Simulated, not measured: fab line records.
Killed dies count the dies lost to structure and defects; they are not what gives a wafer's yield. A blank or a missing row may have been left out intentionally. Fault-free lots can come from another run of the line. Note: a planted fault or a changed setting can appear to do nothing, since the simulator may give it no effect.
Which tool did it? -- flow gf180mcu -- 14 lots, 42 wafers sampled, at 4 steps of a route of 602

WHAT THE GAUGES SHOWED, per wafer
GF_M3_RS_MEAS_05: uses a four-point probe to measure.
lot,measured,on,M3_ALCU_RS (ohm/sq)
L255,day 20 11:11,filmMetro-03,0.0686 0.0690 0.0683
L256,day 20 14:41,filmMetro-04,0.0693 0.0690 0.0679
L257,day 20 23:35,filmMetro-03,0.0697 0.0704 0.0703
L258,day 21 08:17,filmMetro-04,0.0694 0.0695 0.0694
L262,day 23 00:50,filmMetro-04,0.0700 0.0689 0.0690
L263,day 23 08:11,filmMetro-04,0.0675 0.0680 0.0684
L264,day 24 04:38,filmMetro-03,0.0695 0.0691 0.0694
L270,day 25 21:04,filmMetro-04,0.0680 0.0682 0.0681
L271,day 26 08:19,filmMetro-03,0.0699 0.0699 0.0701
L272,day 26 09:16,filmMetro-03,0.0690 0.0688 0.0691
L275,day 27 02:39,filmMetro-04,0.0702 0.0704 0.0708
L276,day 27 11:02,filmMetro-04,0.0693 0.0688 0.0694
L277,day 27 15:37,filmMetro-01,0.0692 0.0695 0.0688
L278,day 28 02:55,filmMetro-03,0.0693 0.0690 0.0693

GF_M3_CD_MEAS_14: the cd target is 280 nm.
lot,measured,on,cdNm (nm)
L255,day 21 11:16,cdSem-01,280.8 280.2 280.0
L256,day 21 14:34,cdSem-02,280.9 280.8 281.9
L257,day 21 23:34,cdSem-02,280.3 279.9 280.6
L258,day 22 08:01,cdSem-02,279.6 277.8 279.6
L262,day 23 22:50,cdSem-01,280.0 279.6 280.0
L263,day 24 06:35,cdSem-02,279.5 280.2 281.6
L264,day 25 02:03,cdSem-01,280.3 279.7 280.4
L270,day 26 17:29,cdSem-01,277.8 277.0 278.1
L271,day 27 04:19,cdSem-01,278.3 277.7 278.1
L272,day 27 05:49,cdSem-02,279.9 281.3 280.0
L275,day 27 22:50,cdSem-01,280.4 280.2 279.7
L276,day 28 06:10,cdSem-01,282.0 281.8 280.5
L277,day 28 11:23,cdSem-02,282.0 282.9 282.7
L278,day 28 21:58,cdSem-01,280.4 280.4 281.3

GF_V3_THK_MEAS_03.
lot,measured,on,V3_CVD_02_THK (nm)
L255,day 21 12:16,filmMetro-02,852 862 864
L256,day 21 15:34,filmMetro-02,842 860 872
L257,day 22 00:34,filmMetro-04,832 839 853
L258,day 22 09:02,filmMetro-01,861 848 857
L262,day 23 23:50,filmMetro-04,830 842 846
L263,day 24 07:35,filmMetro-01,851 838 854
L264,day 25 03:08,filmMetro-02,856 846 869
L270,day 26 18:29,filmMetro-04,853 849 862
L271,day 27 05:19,filmMetro-01,858 850 861
L272,day 27 06:47,filmMetro-01,863 861 859
L275,day 27 23:51,filmMetro-04,852 842 860
L276,day 28 07:10,filmMetro-04,840 829 842
L277,day 28 12:23,filmMetro-02,826 850 865
L278,day 28 22:58,filmMetro-01,839 851 862

TOOL THAT RAN EACH LOT (tool first, then ch and the chambers of the sampled wafers, then the start)
lot,GF_CONTACT_SPUTTER_23
L255,"pvdSputter-03, day 16 05:40"
L256,"pvdSputter-01, day 16 09:07"
L257,"pvdSputter-02, day 16 17:40"
L258,"pvdSputter-02, day 17 03:36"
L262,"pvdSputter-01, day 18 17:19"
L263,"pvdSputter-02, day 19 01:39"
L264,"pvdSputter-02, day 20 01:04"
L270,"pvdSputter-01, day 21 19:57"
L271,"pvdSputter-01, day 22 08:18"
L272,"pvdSputter-01, day 22 11:08"
L275,"pvdSputter-01, day 23 05:15"
L276,"pvdSputter-02, day 23 14:07"
L277,"pvdSputter-02, day 23 20:55"
L278,"pvdSputter-02, day 24 08:12"
- GF_CONTACT_SPUTTER_23: material TiN, target thk 10 nm, time 40 s.

AS READ BY THE TOOLS THEMSELVES (means over the sampled wafers that have a number; for cases with no such wafer, the mark the record gives instead)
GF_CONTACT_SPUTTER_23.
lot,tool,cathodeDcPowerW (W),throttleValvePct (%)
L255,pvdSputter-03,4000.1,31.5
L256,pvdSputter-01,3999.9,29.3
L257,pvdSputter-02,4000.1,30.3
L258,pvdSputter-02,3999.9,30.9
L262,pvdSputter-01,3999.5,29.1
L263,pvdSputter-02,3837.4,31.0
L264,pvdSputter-02,3837.8,31.3
L270,pvdSputter-01,4000.2,29.6
L271,pvdSputter-01,4000.3,29.6
L272,pvdSputter-01,3999.8,29.6
L275,pvdSputter-01,3999.5,29.6
L276,pvdSputter-02,3999.6,30.2
L277,pvdSputter-02,4000.5,30.1
L278,pvdSputter-02,4000.0,30.6

THE ANSWER, worked out from the rows above alone
Rule: what is usual is taken from the lots themselves. The widest of any qualifying gaps counts: lots, ordered by their means at a reading, are off when they make up no more than a third of the lots, leave a main group of 4 or more, and stand apart from it by 3 or more times the standard deviation of that group's means. A main group is skipped when, at the precision printed for the reading in the tables above, its means are all equal. A lot without any number at a reading at which 4 lots or more have one is off too. All remaining lots with rows at the step are treated as sound. First the gauges in route order, then the tools' own readings, where a lot's mean is used as printed above. The first step at which some lot is off is used, and at that step the reading that is off furthest; a lot without a number counts as furthest.
Off: L263, L264, at GF_CONTACT_SPUTTER_23 (cathodeDcPowerW). The main group has a mean of 3999.9 W with a standard deviation of 0.3.
A tool fits if, at that step or a process step before it, it ran every lot that is off, and no sound lot after the first of them. Of those tried, none fits.

WHAT THE SIMULATOR HAD INSERTED
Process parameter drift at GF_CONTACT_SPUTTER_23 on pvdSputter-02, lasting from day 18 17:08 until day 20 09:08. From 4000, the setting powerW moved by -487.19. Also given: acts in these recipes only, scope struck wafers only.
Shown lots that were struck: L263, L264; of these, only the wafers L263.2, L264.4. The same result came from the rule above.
